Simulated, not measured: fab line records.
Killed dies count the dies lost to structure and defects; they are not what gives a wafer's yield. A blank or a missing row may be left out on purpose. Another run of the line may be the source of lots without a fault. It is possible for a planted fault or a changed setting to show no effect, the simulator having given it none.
fab line records	flow sfqLine
[record] lots = 5	wafers = 23
route steps=325 shown L0@3 L0V@16 M0@36 I0@47 M1@66 I1@78
startH: hours from the record's first day to the start of the lot's first wafer shown	waitH: hours from the lot's prior step to this one	" unchanged from the row above	L1.1+2: several wafers, shown together as one row	- either no value or no given start	* or withheld: withheld	< > ~ a bound
route shown NAME@n: a module of which the file shows steps, and the number in the route of the first	usual: mean/standard deviation of fault-free wafers	same: alike in all rows	chamber/n: place in a boat	sites: per-site readings	_std_site: the standard deviation of these	_edge_site: the outer-site mean with the inner-site mean subtracted	radiusMm: for every site, how far away it sits from the centre of the wafer	mask NAME#n: copy n	behind: tool/chamber where the wafer was last shaped	hold: the reason the lot was held/the length of the hold in hours/how it ended	device: transistor that didn't switch, given as n, p or np	end of line: the tests these same wafers got at the end of their route	a step given without rows: its recipe and nothing more	killed: at the first sort, the dies lost to defects and structure; wafer yield is something else	map: a wafer's dies, marking killed ones x, the rest . and places with no die _
set.NAME: the setting that was run; set.NAME@STEP: the one run at that earlier step	model.NAME: the simulator's own value behind a step, which no gauge read
lots whose settings were changed on purpose; a table a step, a row a wafer
[[steps]]
[step SFQ_TRILAYER_L0_DEP_SPUTTER_003]
[recipe] material = MoNx_KI	basePressurePa = 1.33e-06	targetThkNm = 40	powerW = 800	timeS = 100	chamberPressurePa = 0.4
lot.wafer	tool	chamber	startH	waitH	set.timeS	model.MoNx_KI_of_TRILAYER_L0_DEP_SPUTTER_003.thkNm
L078.1	pvdSputter-05	-	32.49	0.0	91.23	37.46
L078.2	"	-	"	"	91.23	38.04
L078.3	"	-	"	"	100	39.64
L078.4	"	-	"	"	91.23	37.72
L078.5	"	-	"	"	100	40.89
L079.1	pvdSputter-03	-	37.49	0.0	100	39.67
L079.4	"	-	"	"	100	39.94
L079.5	"	-	"	"	100	41.17
L080.1	pvdSputter-05	-	42.49	0.0	111	44.73
L080.2+5	"	-	"	"	100	38.76
L080.3	"	-	"	"	100	39.51
L080.6	"	-	"	"	111	44.91
L084.1	pvdSputter-03	-	62.49	0.0	100	40.64
L084.2	"	-	"	"	100	39.95
L084.3	"	-	"	"	100	39.75
L084.4	"	-	"	"	100	39.8
L084.5	"	-	"	"	100	39.53
L085.1	pvdSputter-03	-	67.49	0.0	100	39.99
L085.2	"	-	"	"	104.5	41.66
L085.3	"	-	"	"	104.5	41.72
L085.4	"	-	"	"	100	40.88
L085.5	"	-	"	"	100	40.24
[step SFQ_L0_RS_MEAS_901]
[recipe] thkMeasGauge = four-point-probe	reads = MoNx_KI_of_TRILAYER_L0_DEP_SPUTTER_003
[usual] L0_MONX_KI_RS = 43.5/0.82
lot.wafer	tool	chamber	startH	waitH	set.timeS@TRILAYER_L0_DEP_SPUTTER_003	L0_MONX_KI_RS[ohm/sq]
L078.1	filmMetro-02	-	32.56	0.0	91.23	46.5
L078.2	"	-	"	"	91.23	45.8
L078.3	"	-	"	"	100	44.1
L078.4	"	-	"	"	91.23	46.2
L078.5	"	-	"	"	100	42.6
L079.1	filmMetro-02	-	37.56	0.0	100	43.9
L079.4	"	-	"	"	100	43.7
L079.5	"	-	"	"	100	42.4
L080.1	filmMetro-02	-	42.56	0.0	111	39.0
L080.2	"	-	"	"	100	45.0
L080.3	"	-	"	"	100	44.1
L080.5	"	-	"	"	100	44.9
L080.6	"	-	"	"	111	38.9
L084.1	filmMetro-04	-	62.56	0.0	100	42.8
L084.2	"	-	"	"	100	43.6
L084.3	"	-	"	"	100	43.8
L084.4	"	-	"	"	100	43.7
L084.5	"	-	"	"	100	44.0
L085.1	filmMetro-04	-	67.56	0.0	100	43.5
L085.2	"	-	"	"	104.5	41.7
L085.3	"	-	"	"	104.5	41.6
L085.4	"	-	"	"	100	42.5
L085.5	"	-	"	"	100	43.3
[step SFQ_L0_THK_MEAS_902]
[recipe] thkMeasGauge = xrf	reads = MoNx_KI_of_TRILAYER_L0_DEP_SPUTTER_003
[usual] L0_MONX_KI_THK = 39.9/0.78
lot.wafer	tool	chamber	startH	waitH	set.timeS@TRILAYER_L0_DEP_SPUTTER_003	L0_MONX_KI_THK[nm]
L078.1	filmMetro-02	-	32.68	0.1	91.23	37.3
L078.2	"	-	"	"	91.23	37.7
L078.3	"	-	"	"	100	39.7
L078.4	"	-	"	"	91.23	37.5
L078.5	"	-	"	"	100	41.0
L079.1	filmMetro-02	-	37.68	0.1	100	39.5
L079.4	"	-	"	"	100	39.8
L079.5	"	-	"	"	100	41.0
L080.1	filmMetro-02	-	42.68	0.1	111	44.6
L080.2	"	-	"	"	100	38.6
L080.3	"	-	"	"	100	39.7
L080.5	"	-	"	"	100	38.5
L080.6	"	-	"	"	111	44.9
L084.1	filmMetro-04	-	62.68	0.1	100	40.6
L084.2	"	-	"	"	100	39.9
L084.3	"	-	"	"	100	39.4
L084.4	"	-	"	"	100	39.5
L084.5	"	-	"	"	100	39.4
L085.1	filmMetro-04	-	67.68	0.1	100	39.9
L085.2	"	-	"	"	104.5	41.6
L085.3	"	-	"	"	104.5	41.8
L085.4	"	-	"	"	100	40.8
L085.5	"	-	"	"	100	40.1
[step SFQ_TRILAYER_L0_ETCH_METAL_ETCH_008]
[recipe] target = MoNx_KI	stopOn = SiO2	maskMaterial = PR	chemistry = SF6/O2	targetDepthNm = 50	icpW = 600	biasW = 80	pressureMtorr = 10	timeS = 25
[usual] oesProductAu = 0.873/0.01
lot.wafer	tool	chamber	startH	waitH	set.biasW	set.timeS@TRILAYER_L0_DEP_SPUTTER_003	oesProductAu
L078.1	rieMetal-03	1	92.98	0.0	72.68	91.23	0.836
L078.2	"	0	"	"	72.68	91.23	0.849
L078.3	"	1	"	"	80	100	0.861
L078.4	"	0	"	"	80	91.23	0.836
L078.5	"	1	"	"	72.68	100	0.882
L079.1	rieMetal-01	0	103.84	0.1	80	100	0.877
L079.4	"	0	"	"	80	100	0.869
L079.5	"	0	"	"	80	100	0.880
L080.1	rieMetal-01	1	106.18	0.0	74.87	111	0.932
L080.2	"	0	"	"	80	100	0.863
L080.3	"	0	"	"	74.87	100	0.868
L080.5	"	0	"	"	80	100	0.855
L080.6	"	1	"	"	80	111	0.926
L084.1	rieMetal-01	0	133.78	0.0	80	100	0.884
L084.2	"	1	"	"	80	100	0.878
L084.3	"	1	"	"	88.09	100	0.873
L084.4	"	0	"	"	88.09	100	0.865
L084.5	"	0	"	"	80	100	0.865
L085.1	rieMetal-04	1	140.98	0.0	80	100	0.871
L085.2	"	0	"	"	80	104.5	0.900
L085.3	"	1	"	"	85.42	104.5	0.900
L085.4	"	0	"	"	80	100	0.888
L085.5	"	1	"	"	85.42	100	0.880
[step SFQ_TRILAYER_L0_CAP_PECVD_011]
[recipe] material = SiO2	tempC = 150	timeS = 13.333	pressureTorr = 2.4	rfW = 183.3	precursor = SiH4/N2O	targetThkNm = 60
lot.wafer	tool	chamber	startH	waitH	set.timeS	model.SiO2_of_TRILAYER_L0_CAP_PECVD_011.thkNm
L078.1	pecvd-04	1	93.80	0.0	12.56	56.91
L078.2	"	0	"	"	13.333	58.45
L078.3	"	1	"	"	12.56	57.01
L078.4	"	0	"	"	13.333	59.39
L078.5	"	1	"	"	13.333	60.66
L079.1	pecvd-03	0	105.31	0.0	13.333	59.5
L079.4	"	0	"	"	13.333	60.3
L079.5	"	2	"	"	13.333	59.94
L080.1	pecvd-02	1	107.00	0.0	14.93	66.9
L080.2	"	0	"	"	13.333	60.75
L080.3	"	2	"	"	14.93	66.39
L080.5	"	2	"	"	14.93	67.24
L080.6	"	1	"	"	13.333	59.6
L084.1	pecvd-03	1	134.60	0.0	13.333	59.45
L084.2	"	0	"	"	13.333	58.55
L084.3	"	2	"	"	11.46	50.71
L084.4	"	1	"	"	11.46	52.4
L084.5	"	0	"	"	11.46	50.08
L085.1	pecvd-02	2	141.82	0.0	15.11	67.7
L085.2	"	1	"	"	15.11	67.15
L085.3	"	0	"	"	13.333	60.74
L085.4	"	0	"	"	13.333	61.42
L085.5	"	1	"	"	13.333	60.3
[step SFQ_TRILAYER_L0_VIA_LITHO_PEB_016]
[recipe] pebTempC = 115	pebTimeS = 60	resist = KrF
lot.wafer	tool	chamber	startH	waitH	set.pebTempC
L078.1+2	lithoTrack-03	0	181.66	1.0	117.5
L078.3+4+5	"	0	"	"	115
L079.1+4+5	lithoTrack-03	0	196.06	1.0	115
L080.1+2+6	lithoTrack-04	0	198.46	1.0	115
L080.3+5	"	0	"	"	118.4
L084.1+2+3+4+5	lithoTrack-04	0	228.62	1.0	115
L085.1+4	lithoTrack-02	0	235.82	1.0	115
L085.2+3+5	"	0	"	"	111.3
[step SFQ_TRILAYER_L0_VIA_LITHO_DEVELOP_015]
[recipe] timeS = 60	resist = KrF
[step SFQ_TRILAYER_L0_VIA_BARC_OPEN_VIA_ETCH_021]
[recipe] maskMaterial = PR	chemistry = O2	targetDepthNm = 125	target = BARC	sourceW = 500	biasW = 80	pressureMtorr = 30	timeS = 41.7
lot.wafer	tool	chamber	startH	waitH	set.pebTempC@TRILAYER_L0_VIA_LITHO_PEB_016	model.L0V.cdNm
L078.1	rieDiel-04	1	182.00	0.0	117.5	739.7
L078.2	"	0	"	"	117.5	742.5
L078.3	"	2	"	"	115	698.6
L078.4	"	3	"	"	115	698.8
L078.5	"	1	"	"	115	698.3
L079.1	rieDiel-04	3	196.40	0.0	115	699.7
L079.4	"	2	"	"	115	698.4
L079.5	"	1	"	"	115	698.5
L080.1	rieDiel-01	3	198.80	0.0	115	696.4
L080.2	"	1	"	"	115	699.4
L080.3	"	2	"	"	118.4	751.9
L080.5	"	1	"	"	118.4	754.2
L080.6	"	0	"	"	115	698
L084.1	rieDiel-03	1	228.95	0.0	115	703.4
L084.2	"	2	"	"	115	702.2
L084.3	"	3	"	"	115	702.5
L084.4	"	0	"	"	115	701.5
L084.5	"	2	"	"	115	701.3
L085.1	rieDiel-03	2	236.15	0.0	115	702.8
L085.2	"	1	"	"	111.3	625.1
L085.3	"	3	"	"	111.3	623.1
L085.4	"	0	"	"	115	700.3
L085.5	"	1	"	"	111.3	625.7
[step SFQ_TRILAYER_L0_VIA_ETCH_VIA_ETCH_016]
[recipe] target = SiO2	stopOn = MoNx_KI	maskMaterial = PR	chemistry = CHF3	targetDepthNm = 80	sourceW = 500	biasW = 80	pressureMtorr = 30	timeS = withheld
[usual] oesProductAu = 0.843/0.0088
lot.wafer	tool	chamber	startH	waitH	set.timeS@TRILAYER_L0_CAP_PECVD_011	oesProductAu	model.etch.depthNm	model.L0V.featureDepthNm
L078.1	rieDiel-04	1	182.04	0.0	*	0.822	-	56.91
L078.2	"	0	"	"	*	0.830	-	58.45
L078.3	"	2	"	"	*	0.809	57.01	57.01
L078.4	"	3	"	"	*	0.841	-	59.39
L078.5	"	1	"	"	*	0.847	60.66	60.66
L079.1	rieDiel-04	3	196.44	0.0	*	0.831	59.5	59.5
L079.4	"	2	"	"	*	0.842	60.3	60.3
L079.5	"	1	"	"	*	0.842	59.94	59.94
L080.1	rieDiel-01	3	198.84	0.0	*	0.904	-	66.9
L080.2	"	1	"	"	*	0.844	60.75	60.75
L080.3	"	2	"	"	*	0.892	-	66.39
L080.5	"	1	"	"	*	0.902	67.24	67.24
L080.6	"	0	"	"	*	0.842	-	59.6
L084.1	rieDiel-03	1	228.99	0.0	*	0.837	-	59.45
L084.2	"	2	"	"	*	0.837	-	58.55
L084.3	"	3	"	"	*	0.769	-	50.71
L084.4	"	0	"	"	*	0.787	52.4	52.4
L084.5	"	2	"	"	*	0.769	-	50.08
L085.1	rieDiel-03	2	236.19	0.0	*	0.895	67.7	67.7
L085.2	"	1	"	"	*	0.897	67.15	67.15
L085.3	"	3	"	"	*	0.852	-	60.74
L085.4	"	0	"	"	*	0.858	61.42	61.42
L085.5	"	1	"	"	*	0.846	-	60.3
[step SFQ_TRILAYER_M0_LITHO_PEB_024]
[recipe] pebTempC = 115	pebTimeS = 60	resist = KrF
lot.wafer	tool	chamber	startH	waitH	set.pebTempC
L078.1+3+5	lithoTrack-04	0	292.22	1.0	115
L078.2+4	"	0	"	"	116.8
L079.1+4+5	lithoTrack-01	0	306.62	1.0	115
L080.1+2+3+5+6	lithoTrack-04	0	312.54	1.0	115
L084.1+2+3	lithoTrack-04	0	348.54	1.0	118
L084.4+5	"	0	"	"	115
L085.1+3+5	lithoTrack-04	0	356.94	1.0	118.7
L085.2+4	"	0	"	"	115
[step SFQ_TRILAYER_M0_LITHO_DEVELOP_023]
[recipe] timeS = 60	resist = KrF
[step SFQ_TRILAYER_M0_BARC_OPEN_METAL_ETCH_031]
[recipe] maskMaterial = PR	chemistry = O2	targetDepthNm = 125	target = BARC	icpW = 600	biasW = 78.34	pressureMtorr = 10	timeS = 41.7
lot.wafer	tool	chamber	startH	waitH	set.pebTempC@TRILAYER_M0_LITHO_PEB_024	model.M0.cdNm
L078.1	rieMetal-04	1	292.55	0.0	115	500.6
L078.2	"	0	"	"	116.8	472.1
L078.3	"	1	"	"	115	501.5
L078.4	"	0	"	"	116.8	471.2
L078.5	"	1	"	"	115	500.7
L079.1	rieMetal-01	1	306.95	0.0	115	501.6
L079.4	"	0	"	"	115	503
L079.5	"	0	"	"	115	501
L080.1	rieMetal-01	0	312.88	0.0	115	501.3
L080.2	"	1	"	"	115	499.7
L080.3	"	1	"	"	115	500
L080.5	"	1	"	"	115	499.8
L080.6	"	0	"	"	115	500.6
L084.1	rieMetal-01	0	348.88	0.0	118	449.4
L084.2	"	1	"	"	118	449.9
L084.3	"	0	"	"	118	449.6
L084.4	"	1	"	"	115	499.6
L084.5	"	0	"	"	115	497.8
L085.1	rieMetal-02	0	357.28	0.0	118.7	440.6
L085.2	"	1	"	"	115	500.9
L085.3	"	0	"	"	118.7	440.8
L085.4	"	1	"	"	115	498.5
L085.5	"	0	"	"	118.7	438.6
[step SFQ_TRILAYER_M0_ETCH_METAL_ETCH_024]
[recipe] target = Nb	stopOn = SiO2	maskMaterial = PR	chemistry = Cl2/Ar	targetDepthNm = 240	icpW = 600	biasW = 80	pressureMtorr = 10	timeS = 120
lot.wafer	tool	chamber	startH	waitH	set.biasW	set.pebTempC@TRILAYER_M0_LITHO_PEB_024	model.M0.cdNm
L078.1	rieMetal-04	1	292.61	0.0	80	115	497.4
L078.2	"	0	"	"	76.15	116.8	473.5
L078.3	"	1	"	"	76.15	115	497.6
L078.4	"	0	"	"	80	116.8	472.2
L078.5	"	1	"	"	76.15	115	497.9
L079.1	rieMetal-01	1	307.01	0.0	80	115	504.9
L079.4	"	0	"	"	80	115	501.7
L079.5	"	0	"	"	80	115	499
L080.1	rieMetal-01	0	312.94	0.0	87.19	115	499.2
L080.2	"	1	"	"	80	115	501.7
L080.3	"	1	"	"	80	115	502.5
L080.5	"	1	"	"	87.19	115	502.1
L080.6	"	0	"	"	87.19	115	498.3
L084.1	rieMetal-01	0	348.94	0.0	80	118	447.8
L084.2	"	1	"	"	83.16	118	451.1
L084.3	"	0	"	"	80	118	447.2
L084.4	"	1	"	"	80	115	501.8
L084.5	"	0	"	"	83.16	115	496.1
L085.1+3	rieMetal-02	0	357.34	0.0	80	118.7	439.5
L085.2	"	1	"	"	80	115	500
L085.4	"	1	"	"	80	115	497.8
L085.5	"	0	"	"	80	118.7	438.5
[step SFQ_TRILAYER_I0_VIA_LITHO_COAT_036]
[recipe] resist = BARC	spinRpm = 3000	resistThkNm = 62
lot.wafer	tool	chamber	startH	waitH	set.resistThkNm	model.BARC_of_TRILAYER_I0_VIA_LITHO_COAT_036.thkNm
L078.1+4	lithoTrack-03	0	297.91	1.0	59.52	59.55
L078.2	"	0	"	"	62	62.12
L078.3	"	0	"	"	59.52	59.5
L078.5	"	0	"	"	62	62.03
L079.1	lithoTrack-03	0	314.90	1.0	62	62.13
L079.4	"	0	"	"	62	62.1
L079.5	"	0	"	"	62	62.33
L080.1	lithoTrack-04	0	323.04	1.0	62	61.93
L080.2	"	0	"	"	62	61.78
L080.3	"	0	"	"	62	62.11
L080.5	"	0	"	"	62	61.92
L080.6	"	0	"	"	62	61.98
L084.1	lithoTrack-01	0	354.24	1.0	64.89	65.01
L084.2	"	0	"	"	62	62.09
L084.3+4	"	0	"	"	62	62.21
L084.5	"	0	"	"	64.89	65.09
L085.1	lithoTrack-01	0	362.64	1.0	62	62.16
L085.2	"	0	"	"	65.21	65.77
L085.3	"	0	"	"	62	62.46
L085.4	"	0	"	"	65.21	65.52
L085.5	"	0	"	"	65.21	65.53
[step SFQ_TRILAYER_I0_VIA_BARC_OPEN_VIA_ETCH_046]
[recipe] maskMaterial = PR	chemistry = O2	targetDepthNm = 125	target = BARC	sourceW = 500	biasW = 80	pressureMtorr = 30	timeS = 41.7
lot.wafer	tool	chamber	startH	waitH	set.sourceW	set.resistThkNm@TRILAYER_I0_VIA_LITHO_COAT_036	model.etch.depthNm
L078.1	rieDiel-04	1	413.35	0.0	473.8	59.52	-
L078.2	"	3	"	"	473.8	62	-
L078.3	"	2	"	"	500	59.52	59.5
L078.4	"	1	"	"	500	59.52	-
L078.5	"	3	"	"	473.8	62	62.03
L079.1	rieDiel-02	1	438.55	0.0	500	62	62.13
L079.4	"	2	"	"	500	62	62.1
L079.5	"	1	"	"	500	62	62.33
L080.1	rieDiel-04	1	450.55	0.0	518.5	62	-
L080.2	"	0	"	"	500	62	61.78
L080.3+6	"	2	"	"	500	62	-
L080.5	"	1	"	"	518.5	62	61.92
L084.1+5	rieDiel-02	3	490.08	0.0	481.9	64.89	-
L084.2+3	"	0,1	"	"	500	62	-
L084.4	"	0	"	"	481.9	62	62.21
L085.1	rieDiel-04	3	501.13	0.0	539	62	62.16
L085.2	"	0	"	"	539	65.21	65.77
L085.3	"	2	"	"	539	62	-
L085.4	"	3	"	"	500	65.21	65.52
L085.5	"	2	"	"	500	65.21	-
[step SFQ_TRILAYER_M1_LITHO_PEB_042]
[recipe] pebTempC = 115	pebTimeS = 60	resist = KrF
lot.wafer	tool	chamber	startH	waitH	set.pebTempC
L078.1+2+3+4+5	lithoTrack-03	0	571.05	1.0	115
L079.1+4+5	lithoTrack-03	0	593.85	1.0	115
L080.1+2+5	lithoTrack-02	0	609.45	1.0	115
L080.3+6	"	0	"	"	116.8
L084.1+2+5	lithoTrack-01	0	644.25	1.0	116.9
L084.3+4	"	0	"	"	115
L085.1+5	lithoTrack-03	0	658.65	1.0	112.4
L085.2+3+4	"	0	"	"	115
[step SFQ_TRILAYER_M1_LITHO_DEVELOP_041]
[recipe] timeS = 60	resist = KrF
[step SFQ_TRILAYER_M1_BARC_OPEN_METAL_ETCH_054]
[recipe] maskMaterial = PR	chemistry = O2	targetDepthNm = 125	target = BARC	icpW = 600	biasW = 80	pressureMtorr = 10	timeS = 41.7
lot.wafer	tool	chamber	startH	waitH	set.pebTempC@TRILAYER_M1_LITHO_PEB_042	model.M1.cdNm
L078.1	rieMetal-01	0	571.38	0.0	115	499.5
L078.2	"	0	"	"	115	498.5
L078.3	"	0	"	"	115	499.2
L078.4	"	0	"	"	115	499
L078.5	"	0	"	"	115	500.8
L079.1	rieMetal-04	1	594.18	0.0	115	500.3
L079.4	"	0	"	"	115	499.4
L079.5	"	0	"	"	115	499
L080.1+5	rieMetal-04	1	609.78	0.0	115	499
L080.2	"	0	"	"	115	495.8
L080.3	"	0	"	"	116.8	465.8
L080.6	"	0	"	"	116.8	466
L084.1	rieMetal-01	0	644.58	0.0	116.9	467.8
L084.2	"	1	"	"	116.9	469.1
L084.3	"	0	"	"	115	499.3
L084.4	"	1	"	"	115	499.6
L084.5	"	1	"	"	116.9	468.4
L085.1	rieMetal-04	0	658.98	0.0	112.4	546.8
L085.2	"	1	"	"	115	497.6
L085.3	"	1	"	"	115	497.7
L085.4	"	0	"	"	115	495.6
L085.5	"	0	"	"	112.4	547.1
[step SFQ_TRILAYER_M1_ETCH_METAL_ETCH_042]
[recipe] target = Nb	stopOn = SiO2	maskMaterial = PR	chemistry = Cl2/Ar	targetDepthNm = 240	icpW = 600	biasW = 80	pressureMtorr = 10	timeS = 120
[usual] oesProductAu = 0.905/0.0067
lot.wafer	tool	chamber	startH	waitH	set.timeS	oesProductAu	model.KrF_of_TRILAYER_M1_LITHO_COAT_039.thkNm
L078.1	rieMetal-01	0	571.50	0.1	120	0.907	380.9
L078.2	"	0	"	"	105.4	0.973	397.8
L078.3	"	0	"	"	105.4	0.968	394.8
L078.4	"	0	"	"	105.4	0.984	396.7
L078.5	"	0	"	"	120	0.906	380.4
L079.1	rieMetal-04	1	594.24	0.0	120	0.896	384
L079.4	"	0	"	"	120	0.903	382.9
L079.5	"	0	"	"	120	0.905	382.2
L080.1	rieMetal-04	1	609.84	0.0	120	0.899	381.6
L080.2	"	0	"	"	120	0.910	382
L080.3	"	0	"	"	114.5	0.943	386.1
L080.5	"	1	"	"	114.5	0.930	388
L080.6	"	0	"	"	114.5	0.932	388.6
L084.1	rieMetal-01	0	644.64	0.0	120	0.905	379.4
L084.2	"	1	"	"	120	0.900	382.6
L084.3	"	0	"	"	120	0.906	380.6
L084.4	"	1	"	"	120	0.905	383
L084.5	"	1	"	"	120	0.903	382.1
L085.1	rieMetal-04	0	659.04	0.0	120	0.898	381.8
L085.2	"	1	"	"	120	0.900	382.4
L085.3	"	1	"	"	120	0.894	381.7
L085.4	"	0	"	"	120	0.906	382.3
L085.5	"	0	"	"	120	0.890	382.3
[step SFQ_TRILAYER_I1_VIA_LITHO_COAT_049]
[recipe] resist = KrF	spinRpm = 3000	resistThkNm = 650
lot.wafer	tool	chamber	startH	waitH	set.resistThkNm	model.KrF_of_TRILAYER_I1_VIA_LITHO_COAT_049.thkNm
L078.1	lithoTrack-02	0	577.82	0.2	659.9	658.8
L078.2	"	0	"	"	659.9	660.1
L078.3	"	0	"	"	659.9	660
L078.4	"	0	"	"	650	648
L078.5	"	0	"	"	650	648.9
L079.1	lithoTrack-03	0	599.84	0.2	650	650.4
L079.4	"	0	"	"	650	653.1
L079.5	"	0	"	"	650	649.7
L080.1	lithoTrack-04	0	615.61	0.2	676.9	678
L080.2	"	0	"	"	650	652.6
L080.3	"	0	"	"	676.9	679.4
L080.5	"	0	"	"	676.9	679.3
L080.6	"	0	"	"	650	651.3
L084.1	lithoTrack-03	0	650.24	0.2	614.8	616.7
L084.2	"	0	"	"	614.8	615.7
L084.3	"	0	"	"	614.8	617.3
L084.4	"	0	"	"	650	651.2
L084.5	"	0	"	"	650	652.6
L085.1	lithoTrack-02	0	669.35	0.2	650	651.5
L085.2	"	0	"	"	650	651.1
L085.3	"	0	"	"	650	652.9
L085.4	"	0	"	"	650	651.6
L085.5	"	0	"	"	650	651
[[key]]
[split] step = SFQ_TRILAYER_L0_DEP_SPUTTER_003	setting = timeS	stated = 100	by = wafer
[response] step = SFQ_TRILAYER_L0_DEP_SPUTTER_003	reading = model.MoNx_KI_of_TRILAYER_L0_DEP_SPUTTER_003.thkNm	change = +0.421	per = 1%	r = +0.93
[response] step = SFQ_L0_RS_MEAS_901	reading = L0_MONX_KI_RS	change = -0.435	per = 1%	r = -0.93
[response] step = SFQ_L0_THK_MEAS_902	reading = L0_MONX_KI_THK	change = +0.44	per = 1%	r = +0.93
[response] step = SFQ_TRILAYER_L0_ETCH_METAL_ETCH_008	reading = oesProductAu	change = +0.00505	per = 1%	r = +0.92
[split] step = SFQ_TRILAYER_L0_ETCH_METAL_ETCH_008	setting = biasW	stated = 80	by = wafer
response none clear
[split] step = SFQ_TRILAYER_L0_CAP_PECVD_011	setting = timeS	stated = 13.333	by = wafer
[response] step = SFQ_TRILAYER_L0_CAP_PECVD_011	reading = model.SiO2_of_TRILAYER_L0_CAP_PECVD_011.thkNm	change = +0.533	per = 1%	r = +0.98
[response] step = SFQ_TRILAYER_L0_VIA_ETCH_VIA_ETCH_016	reading = oesProductAu	change = +0.00411	per = 1%	r = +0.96
[response] step = SFQ_TRILAYER_L0_VIA_ETCH_VIA_ETCH_016	reading = model.etch.depthNm	change = +0.497	per = 1%	r = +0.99
[response] step = SFQ_TRILAYER_L0_VIA_ETCH_VIA_ETCH_016	reading = model.L0V.featureDepthNm	change = +0.533	per = 1%	r = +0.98
[split] step = SFQ_TRILAYER_L0_VIA_LITHO_PEB_016	setting = pebTempC	stated = 115	by = wafer
[response] step = SFQ_TRILAYER_L0_VIA_BARC_OPEN_VIA_ETCH_021	reading = model.L0V.cdNm	change = +21.1	per = 1%	r = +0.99
[split] step = SFQ_TRILAYER_M0_LITHO_PEB_024	setting = pebTempC	stated = 115	by = wafer
[response] step = SFQ_TRILAYER_M0_BARC_OPEN_METAL_ETCH_031	reading = model.M0.cdNm	change = -18.7	per = 1%	r = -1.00
[response] step = SFQ_TRILAYER_M0_ETCH_METAL_ETCH_024	reading = model.M0.cdNm	change = -18.5	per = 1%	r = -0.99
[split] step = SFQ_TRILAYER_M0_ETCH_METAL_ETCH_024	setting = biasW	stated = 80	by = wafer
response none clear
[split] step = SFQ_TRILAYER_I0_VIA_LITHO_COAT_036	setting = resistThkNm	stated = 62	by = wafer
[response] step = SFQ_TRILAYER_I0_VIA_LITHO_COAT_036	reading = model.BARC_of_TRILAYER_I0_VIA_LITHO_COAT_036.thkNm	change = +0.63	per = 1%	r = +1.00
[response] step = SFQ_TRILAYER_I0_VIA_BARC_OPEN_VIA_ETCH_046	reading = model.etch.depthNm	change = +0.66	per = 1%	r = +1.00
[split] step = SFQ_TRILAYER_I0_VIA_BARC_OPEN_VIA_ETCH_046	setting = sourceW	stated = 500	by = wafer
response none clear
[split] step = SFQ_TRILAYER_M1_LITHO_PEB_042	setting = pebTempC	stated = 115	by = wafer
[response] step = SFQ_TRILAYER_M1_BARC_OPEN_METAL_ETCH_054	reading = model.M1.cdNm	change = -20.8	per = 1%	r = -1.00
[split] step = SFQ_TRILAYER_M1_ETCH_METAL_ETCH_042	setting = timeS	stated = 120	by = wafer
[response] step = SFQ_TRILAYER_M1_ETCH_METAL_ETCH_042	reading = oesProductAu	change = -0.00575	per = 1%	r = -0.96
[response] step = SFQ_TRILAYER_M1_ETCH_METAL_ETCH_042	reading = model.KrF_of_TRILAYER_M1_LITHO_COAT_039.thkNm	change = -1.29	per = 1%	r = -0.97
[split] step = SFQ_TRILAYER_I1_VIA_LITHO_COAT_049	setting = resistThkNm	stated = 650	by = wafer
[response] step = SFQ_TRILAYER_I1_VIA_LITHO_COAT_049	reading = model.KrF_of_TRILAYER_I1_VIA_LITHO_COAT_049.thkNm	change = +6.56	per = 1%	r = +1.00
